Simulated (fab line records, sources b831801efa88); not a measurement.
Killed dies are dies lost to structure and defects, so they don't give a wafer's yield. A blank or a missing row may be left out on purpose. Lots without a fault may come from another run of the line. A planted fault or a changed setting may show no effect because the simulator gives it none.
Which tool did it? | flow sfq_line | 14 lots, 42 wafers sampled, at 5 steps of a route of 325

WHAT THE GAUGES READ, wafer by wafer
SFQ_M1_OVL_MEAS_911.
lot  | measured     | on         | M1_OVL (nm)
L377 | day 17 08:07 | overlay-01 | -4 -13 -3
L378 | day 17 21:53 | overlay-02 | -10 -6 -4
L379 | day 25 18:30 | overlay-02 | -3 -8 -3
L380 | day 25 23:18 | overlay-02 | -2 -1 6
L381 | day 26 01:43 | overlay-02 | 6 9 4
L382 | day 26 05:19 | overlay-01 | -11 -2 -7
L383 | day 26 17:18 | overlay-01 | 0 2 7
L384 | day 27 00:30 | overlay-02 | 10 4 6
L388 | day 28 19:24 | overlay-02 | -1 -3 -1
L390 | day 29 06:25 | overlay-02 | 9 8 2
L395 | day 31 13:37 | overlay-01 | 6 -2 4
L397 | day 32 06:25 | overlay-02 | 4 12 3
L398 | day 32 14:59 | overlay-02 | -6 -3 -10
L399 | day 32 19:47 | overlay-02 | -1 1 4

SFQ_M2_OVL_MEAS_916.
lot  | measured     | on         | M2_OVL (nm)
L377 | day 24 09:49 | overlay-02 | -4 -6 -3
L378 | day 24 19:58 | overlay-01 | -5 0 -4
L379 | day 27 08:30 | overlay-02 | -4 0 -1
L380 | day 27 09:42 | overlay-02 | 11 5 5
L381 | day 27 10:55 | overlay-02 | 0 2 -3
L382 | day 27 12:07 | overlay-02 | -1 -6 -7
L383 | day 33 05:25 | overlay-01 | 4 0 -5
L384 | day 33 08:54 | overlay-02 | -2 -1 -1
L388 | day 35 07:59 | overlay-01 | -3 -4 -2
L390 | day 35 22:59 | overlay-01 | 9 11 8
L395 | day 37 17:37 | overlay-01 | 2 1 -5
L397 | day 38 08:37 | overlay-01 | -5 -13 -6
L398 | day 38 20:38 | overlay-02 | -9 -5 -11
L399 | day 39 10:00 | overlay-02 | 0 -7 -2

WHICH TOOL RAN EACH LOT (tool, then ch and the chambers of the sampled wafers, then the start)
lot  | SFQ_TRILAYER_L0_STRIP_STRIP_009   | SFQ_TRILAYER_I1_VIA_LITHO_COAT_054 | SFQ_TRILAYER_I1_VIA_BARC_OPEN_VIA_ETCH_071
L377 | rie_metal-04 ch 0,1, day 4 07:20  | litho_track-01 ch 0, day 17 13:40  | rie_diel-01 ch 0,1, day 24 06:19
L378 | rie_metal-03 ch 0,1, day 4 13:08  | litho_track-01 ch 0, day 18 05:02  | rie_diel-01 ch 0,1,2, day 24 15:04
L379 | rie_metal-03 ch 0,1, day 4 21:32  | litho_track-04 ch 0, day 26 13:25  | rie_diel-02 ch 0,1,3, day 26 16:13
L380 | rie_metal-01 ch 0, day 5 01:14    | litho_track-03 ch 0, day 26 16:25  | rie_diel-02 ch 0,1,3, day 26 20:02
L381 | rie_metal-01 ch 0, day 5 06:26    | litho_track-04 ch 0, day 26 19:31  | rie_diel-01 ch 0,1,3, day 26 22:21
L382 | rie_metal-03 ch 0,1, day 5 14:48  | litho_track-03 ch 0, day 26 22:20  | rie_diel-01 ch 0,2,3, day 27 01:53
L383 | rie_metal-04 ch 0,1, day 5 23:00  | litho_track-03 ch 0, day 27 04:25  | rie_diel-04 ch 0,3, day 33 01:49
L384 | rie_metal-01 ch 0, day 6 02:43    | litho_track-04 ch 0, day 27 10:14  | rie_diel-02 ch 1,3, day 33 05:25
L388 | rie_metal-01 ch 0,1, day 7 03:44  | litho_track-03 ch 0, day 29 01:26  | rie_diel-04 ch 0,1, day 35 03:09
L390 | rie_metal-04 ch 0,1, day 7 13:20  | litho_track-03 ch 0, day 29 14:44  | rie_diel-01 ch 1,2,3, day 35 12:40
L395 | rie_metal-04 ch 0,1, day 8 23:48  | litho_track-01 ch 0, day 31 19:01  | rie_diel-02 ch 1,3, day 37 13:33
L397 | rie_metal-04 ch 0,1, day 9 11:48  | litho_track-04 ch 0, day 32 11:49  | rie_diel-02 ch 0,1,2, day 38 05:09
L398 | rie_metal-04 ch 0,1, day 9 20:12  | litho_track-01 ch 0, day 32 21:02  | rie_diel-04 ch 0,1, day 38 17:09
L399 | rie_metal-04 ch 0,1, day 10 03:55 | litho_track-04 ch 0, day 33 01:14  | rie_diel-02 ch 0,1,3, day 38 20:45
- SFQ_TRILAYER_L0_STRIP_STRIP_009: strips in O2.
- SFQ_TRILAYER_I1_VIA_LITHO_COAT_054: resist thk 62 nm.
- SFQ_TRILAYER_I1_VIA_BARC_OPEN_VIA_ETCH_071: etches BARC in O2, target depth 125 nm, time 41.7 s.

WHAT THE TOOLS THEMSELVES READ (means of the sampled wafers that have a number; where no wafer has one, the mark that the record gives instead)
SFQ_TRILAYER_L0_STRIP_STRIP_009.
lot  | tool         | drypump_motor_current_A (A) | oes_product_au (a.u.)
L377 | rie_metal-04 | 5.6                         | 1.000
L378 | rie_metal-03 | 5.2                         | 1.006
L379 | rie_metal-03 | 5.2                         | 1.008
L380 | rie_metal-01 | 5.2                         | 1.003
L381 | rie_metal-01 | 5.2                         | 1.003
L382 | rie_metal-03 | 5.7                         | 1.016
L383 | rie_metal-04 | 5.6                         | 0.996
L384 | rie_metal-01 | 5.2                         | 0.994
L388 | rie_metal-01 | 5.7                         | 1.001
L390 | rie_metal-04 | 5.6                         | 0.996
L395 | rie_metal-04 | 5.6                         | 1.006
L397 | rie_metal-04 | 5.7                         | 0.998
L398 | rie_metal-04 | 5.6                         | 0.998
L399 | rie_metal-04 | 5.6                         | 0.993

SFQ_TRILAYER_I1_VIA_BARC_OPEN_VIA_ETCH_071.
lot  | tool        | drypump_motor_current_A (A) | oes_product_au (a.u.)
L377 | rie_diel-01 | 5.3                         | 0.686
L378 | rie_diel-01 | 5.4                         | 0.686
L379 | rie_diel-02 | 5.5                         | 0.683
L380 | rie_diel-02 | 5.5                         | 0.680
L381 | rie_diel-01 | 5.5                         | 0.685
L382 | rie_diel-01 | 5.8                         | 0.687
L383 | rie_diel-04 | 5.7                         | 0.682
L384 | rie_diel-02 | 5.4                         | 0.686
L388 | rie_diel-04 | 5.0                         | 0.686
L390 | rie_diel-01 | 5.7                         | 0.693
L395 | rie_diel-02 | 5.4                         | 0.685
L397 | rie_diel-02 | 5.7                         | 0.681
L398 | rie_diel-04 | 5.0                         | 0.685
L399 | rie_diel-02 | 5.5                         | 0.686

THE ANSWER, worked out from the rows above alone
Rule: what is usual is taken from the lots themselves. Put in order of their means at a reading, lots are off if they are a third of the lots or fewer, leave a main group of 4 or more, and stand apart from it by a gap of 3 or more times the standard deviation of the main group's means; of several such gaps the widest counts. A main group whose means are all the same, to the digits that the tables above print for the reading, isn't used. A lot without any number at a reading at which 4 lots or more have one is off too. The other lots that the step has rows for count as sound. The gauges are gone through in route order, then the tools' own readings, and for those a lot's mean is taken as printed above. The first step at which some lot is off is used, and at that step the reading that is off furthest; a lot without a number counts as furthest.
No lot is off at any reading shown: from this, nothing can be told.

WHAT THE SIMULATOR HAD PUT IN
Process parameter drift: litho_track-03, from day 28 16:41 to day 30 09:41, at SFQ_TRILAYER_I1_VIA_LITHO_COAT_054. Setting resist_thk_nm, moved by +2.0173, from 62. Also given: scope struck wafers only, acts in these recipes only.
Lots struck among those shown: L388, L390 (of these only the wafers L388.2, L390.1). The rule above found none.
